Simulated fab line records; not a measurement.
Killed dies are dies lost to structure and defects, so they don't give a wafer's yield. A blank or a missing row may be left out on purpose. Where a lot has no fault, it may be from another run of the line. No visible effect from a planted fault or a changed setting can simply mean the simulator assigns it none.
Check for tools in common	flow gf180mcu	12 lots and 35 wafers in the sample

REASON FOR OPENING
2 of 12 lots carry a flag on the reading NSD_RS at GF_PSD_RS_MEAS_14. Wafers without a fault read 46.17 ohm/sq, standard deviation 0.12.
Rule: a lot is flagged in two cases, either no wafer of it has a number, or all its wafers with numbers fall more than 4 standard deviations from that mean. All remaining lots are regarded as sound.

lot	measured	on	NSD_RS (ohm/sq), wafer by wafer	flag
L908	day 14 23:48	film-metro-03	46.22 46.27 46.32	
L910	day 15 22:59	film-metro-02	45.94 46.06 46.04	
L911	day 16 00:19	film-metro-03	46.34 46.18 46.20	
L912	day 16 04:32	film-metro-03	46.13 46.27 46.28	
L914	day 17 01:41	film-metro-02	46.05 45.99 45.87	
L917	day 17 19:35	film-metro-04	45.99 46.03 46.07	
L920	day 18 19:46	film-metro-03	46.85 46.82 46.94	FLAGGED
L921	day 19 04:03	film-metro-04	46.73 46.70 46.77	FLAGGED
L923	day 20 03:02	film-metro-02	46.11 46.00 46.18	
L926	day 21 00:11	film-metro-04	46.09 46.08 46.15	
L929	day 21 15:20	film-metro-03	46.32 46.38	
L930	day 21 18:04	film-metro-04	46.13 45.97 46.10	
On average the flagged lots' numbers are 46.80 ohm/sq, which is +0.63 ohm/sq against the usual, or +5 standard deviations.

LOT BY LOT: THE TOOL USED
Before the reading, the record contains 4 process steps out of a 602-step route. Every cell lists first the tool, next ch and the chambers used by the sampled wafers, and last the start.
lot	flag	GF_HV_LDD_RTA_52	GF_NSD_IMPLANT_10	GF_NSD_STRIP_11	GF_PSD_RTA_13
L908		rtp-anneal-02 ch 0, day 13 02:51	implanter-02 ch 0, day 14 01:22	plasma-asher-02 ch 0,1, day 14 01:31	rtp-anneal-02 ch 0, day 14 23:43
L910		rtp-anneal-01 ch 0, day 14 00:57	implanter-01 ch 0, day 15 01:11	plasma-asher-03 ch 0,1, day 15 01:20	rtp-anneal-01 ch 0, day 15 22:55
L911		rtp-anneal-02 ch 0, day 14 01:54	implanter-04 ch 0, day 15 01:55	plasma-asher-02 ch 0,1, day 15 02:04	rtp-anneal-01 ch 0, day 16 00:14
L912		rtp-anneal-02 ch 0, day 14 06:27	implanter-01 ch 0, day 15 06:43	plasma-asher-02 ch 0,1, day 15 06:52	rtp-anneal-01 ch 0, day 16 04:27
L914		rtp-anneal-02 ch 0, day 15 01:12	implanter-02 ch 0, day 16 02:53	plasma-asher-03 ch 0,1, day 16 03:02	rtp-anneal-01 ch 0, day 17 01:36
L917		rtp-anneal-02 ch 0, day 15 17:21	implanter-01 ch 0, day 16 18:59	plasma-asher-01 ch 0,1, day 16 19:08	rtp-anneal-01 ch 0, day 17 19:30
L920	FLAGGED	rtp-anneal-01 ch 0, day 16 16:08	implanter-01 ch 0, day 17 19:22	plasma-asher-01 ch 0,1, day 17 19:28	rtp-anneal-02 ch 0, day 18 19:40
L921	FLAGGED	rtp-anneal-02 ch 0, day 17 01:42	implanter-01 ch 0, day 18 03:31	plasma-asher-03 ch 0,1, day 18 03:40	rtp-anneal-01 ch 0, day 19 03:58
L923		rtp-anneal-02 ch 0, day 17 22:59	implanter-04 ch 0, day 19 01:59	plasma-asher-02 ch 0,1, day 19 02:05	rtp-anneal-02 ch 0, day 20 02:53
L926		rtp-anneal-01 ch 0, day 18 18:32	implanter-02 ch 0, day 19 23:41	plasma-asher-03 ch 0,1, day 19 23:47	rtp-anneal-02 ch 0, day 21 00:03
L929		rtp-anneal-02 ch 0, day 19 12:36	implanter-02 ch 0, day 20 15:59	plasma-asher-01 ch 1, day 20 16:08	rtp-anneal-01 ch 0, day 21 15:14
L930		rtp-anneal-01 ch 0, day 19 14:56	implanter-02 ch 0, day 20 17:43	plasma-asher-02 ch 0,1, day 20 17:49	rtp-anneal-01 ch 0, day 21 17:58
These steps, and what they do:
- GF_HV_LDD_RTA_52: time 10 s.
- GF_NSD_IMPLANT_10
- GF_NSD_STRIP_11: strips in O2/N2.
- GF_PSD_RTA_13: time 20 s.
- GF_PSD_RS_MEAS_14: measures by four-point-probe.

FLAGGED AGAINST TOTAL, ONE TOOL AT A TIME (gauges that did the reading follow at the end)
step	tool	lots run	flagged	share of the flagged lots	sound lots run after its first flagged lot
GF_HV_LDD_RTA_52	rtp-anneal-01	4	1	some	2 (L926,L930)
GF_HV_LDD_RTA_52	rtp-anneal-02	8	1	some	2 (L923,L929)
GF_NSD_IMPLANT_10	implanter-01	5	2	all	0
GF_NSD_IMPLANT_10	implanter-02	5	0	none	-
GF_NSD_IMPLANT_10	implanter-04	2	0	none	-
GF_NSD_STRIP_11	plasma-asher-01	3	1	some	1 (L929)
GF_NSD_STRIP_11	plasma-asher-02	5	0	none	-
GF_NSD_STRIP_11	plasma-asher-03	4	1	some	1 (L926)
GF_PSD_RTA_13	rtp-anneal-01	8	1	some	2 (L929,L930)
GF_PSD_RTA_13	rtp-anneal-02	4	1	some	2 (L923,L926)
GF_PSD_RS_MEAS_14	film-metro-02	3	0	none	-
GF_PSD_RS_MEAS_14	film-metro-03	5	1	some	1 (L929)
GF_PSD_RS_MEAS_14	film-metro-04	4	1	some	2 (L926,L930)

WHAT THE TABLE PERMITS
Rows of the table that ran each flagged lot: 1, that is implanter-01 at GF_NSD_IMPLANT_10.
- implanter-01 at GF_NSD_IMPLANT_10 ran 5 lots, 2 of them flagged. Last sound lot L917 at day 16 18:59, first flagged lot L920 at day 17 19:22; a fault beginning in between fits. Its own readings lie more than 4 standard deviations out on every wafer of the flagged lots: beam-energy-keV.
What remains is a single tool, implanter-01 at GF_NSD_IMPLANT_10.

WHAT THE SIMULATOR HAD PUT IN
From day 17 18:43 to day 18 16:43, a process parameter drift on implanter-01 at GF_NSD_IMPLANT_10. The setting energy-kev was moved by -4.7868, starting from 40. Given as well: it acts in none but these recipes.
Shown lots that were struck: L920, L921. This agrees with what the rule above found.
